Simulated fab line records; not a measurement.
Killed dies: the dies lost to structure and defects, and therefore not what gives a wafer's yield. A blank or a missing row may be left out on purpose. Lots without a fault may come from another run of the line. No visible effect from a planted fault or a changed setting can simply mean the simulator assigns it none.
Matching of chambers ; flow gf180mcu ; pecvd-03 running GF_SAB_CVD_00: 3 sister chambers
The step deposits SiO2 from TEOS, target thk 50 nm, time 4.9302 s. 16 wafers are shown with their chamber, then 8 later ones without.

== WAFERS WITH THEIR CHAMBER ==
wafer;chamber;heaterPowerW (W);susceptorTempC (C)
L297.4;2;547;400.59
L297.5;0;637;400.02
L297.6;1;638;399.86
L296.1;1;769;399.92
L296.3;2;565;400.16
L296.6;1;782;400.01
L298.1;0;715;400.00
L298.3;1;767;400.42
L298.4;2;474;400.14
L299.1;1;715;399.76
L299.5;0;590;400.06
L299.6;1;716;399.87
L312.1;2;620;400.52
L312.3;1;791;400.26
L312.5;2;610;400.18
L313.3;1;760;399.69

SIGNATURES, as means of the wafers listed above
reading;chamber 0;chamber 1;chamber 2;scatter within a chamber
heaterPowerW;647.33;742.25;563.20;55.1
susceptorTempC;400.0267;399.9737;400.3180;0.22
Rule: for each reading, subtract the chamber's mean from the wafer's reading, divide by that reading's scatter and square the result; add these up over the readings and take the root, which gives the wafer's distance from the chamber. The wafer belongs to the nearest chamber; if the next one is less than 2 further off, it can't be placed. The scatter: take each reading less its chamber's mean, square it, sum over the shown wafers, divide by the number of wafers less the number of chambers, and take the root.

== WAFERS MISSING THEIR CHAMBER ==
wafer;heaterPowerW (W);susceptorTempC (C)
L313.5;680;399.81
L313.6;572;400.13
L317.2;626;400.05
L317.4;631;400.23
L317.5;618;400.31
L316.2;545;400.09
L316.5;522;399.48
L316.6;822;399.93

== THE CHAMBER EACH PASSED THROUGH ==
wafer;from the rows above;in truth
L313.5;can't be placed: 0 or 1 or 2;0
L313.6;can't be placed: 2 or 0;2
L317.2;can't be placed: 0 or 2 or 1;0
L317.4;can't be placed: 0 or 2 or 1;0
L317.5;can't be placed: 2 or 0 or 1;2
L316.2;can't be placed: 2 or 0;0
L316.5;can't be placed: 0 or 2 or 1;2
L316.6;can't be placed: 1 or 0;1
Correctly placed: 0 of 8. From these rows, 8 cannot be placed; in 8 the true chamber is one of the candidates. Wrongly placed: 0.
